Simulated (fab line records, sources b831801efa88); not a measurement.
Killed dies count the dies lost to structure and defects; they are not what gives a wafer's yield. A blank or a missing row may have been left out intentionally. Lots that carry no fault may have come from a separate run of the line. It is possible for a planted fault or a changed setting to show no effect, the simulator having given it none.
Problem report, 8D (eight disciplines) form, completed by code	flow gf180mcu	the parts of the form that need people (team, actions taken, sign-off) are left out

1. WHAT WENT WRONG
Across 6 wafers from 2 lots, STI_CVD_03_THK at GF_STI_THK_MEAS_04 averages 362.8 nm, while fault-free wafers read 205.9 nm with a standard deviation of 2.5. That is +63 standard deviations from the usual mean.
First seen on wafer L947.1, day 4 22:25, on film metro-04. The record has a number at this step for 36 wafers belonging to 12 lots. By rule, "out" or "out of limits" means more than 4 standard deviations away from the usual mean. The other wafers with a number count as sound.

2. WHAT IT IS AND WHAT IT IS NOT
question	is	is not
which readings at this step	STI_CVD_03_THK	-
which lots	L947, L950	L931, L933, L934, L935, L938, L946, L948, L952, L953, L954
which wafers of those lots	all that have a number	-
read on which gauges	film metro-02, film metro-04	film metro-01
when	from day 4 22:25	up to then (18 sound wafers); but 12 sound wafers of L948, L952, L953, L954 came after

3. THE SUSPECTS, EACH WITH WHAT RULES IT OUT
Counting: a tool stays on the suspect list if, at a process step up to the reading, it processed all lots that are out and no sound lot following the first of them.
- the gauge at GF_STI_THK_MEAS_04: ruled out. Those wafers that are out were read across 2 gauges (film metro-02, film metro-04).
- lpcvd-01 at GF_STI_CVD_03 (deposits Si3N4 from DCS/NH3, target thk 207.16 nm, time 3551 s): ruled out as a lasting fault. Sound lots L952, L953 ran on it after its first lot that is out, L947 (day 4 20:26).
Left after counting: nothing in the record.

4. THE CAUSE (what the simulator had put in)
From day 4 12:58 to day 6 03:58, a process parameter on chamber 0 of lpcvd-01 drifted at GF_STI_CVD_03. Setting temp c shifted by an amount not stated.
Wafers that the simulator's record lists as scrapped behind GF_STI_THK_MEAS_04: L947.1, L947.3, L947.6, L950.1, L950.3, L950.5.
It was ruled out by counting, in error; the rule expects a fault to strike all lots run on its tool from its start on, and this fault did not.

5. THE CHAIN OF EFFECTS, in route order
Rows list readings where the struck wafers' mean (over those with a number) sits beyond 3 standard deviations from the usual. Only readings for which the record gives a usual standard deviation are gone through. hours: the time from each lot's start at the first step in this table that gives one to its start at this step, as a median over the lots. sigmas: the change in usual standard deviations.
hours	step	reading	usual	on struck wafers	change	sigmas
0	GF_STI_CVD_03	spike tc bottom C	790.2 C	883.9	+93.7	+37
0	GF_STI_CVD_03	spike tc centre C	770.5 C	862.6	+92.1	+84
0	GF_STI_CVD_03	spike tc lower C	769.5 C	860.9	+91.4	+83
0	GF_STI_CVD_03	spike tc top C	785 C	873	+88	+21
0	GF_STI_CVD_03	spike tc upper C	769.0 C	860.9	+91.9	+94
0	GF_STI_CVD_03	susceptor temp C	769.98 C	861.46	+91.48	+99 or more
0	GF_STI_CVD_03	zone power bottom pct	20.1 %	28.2	+8.1	+4.5
0	GF_STI_CVD_03	zone power centre pct	13.2 %	15.4	+2.2	+3.5
0	GF_STI_CVD_03	zone power lower pct	12.8 %	16.0	+3.2	+8.9
2	GF_STI_THK_MEAS_04	STI_CVD_03_THK	205.9 nm	362.8	+156.9	+63
Process steps it contains:
- GF_STI_CVD_03: deposits Si3N4 from DCS/NH3, target thk 207.16 nm, time 3551 s.

6. HOW IT WOULD HAVE BEEN CAUGHT EARLIER
In this record the first reading out of limits at a measuring or inspecting step was taken at day 4 22:25, 9 hours after the fault began at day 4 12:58.
At GF_STI_CVD_03, the tool's own readings (spike tc bottom C, spike tc centre C, spike tc lower C, spike tc top C, spike tc upper C, susceptor temp C, zone power bottom pct, zone power lower pct) were out on each struck wafer the step has a row for, so an alarm limit on them would have fired on the first such wafer.
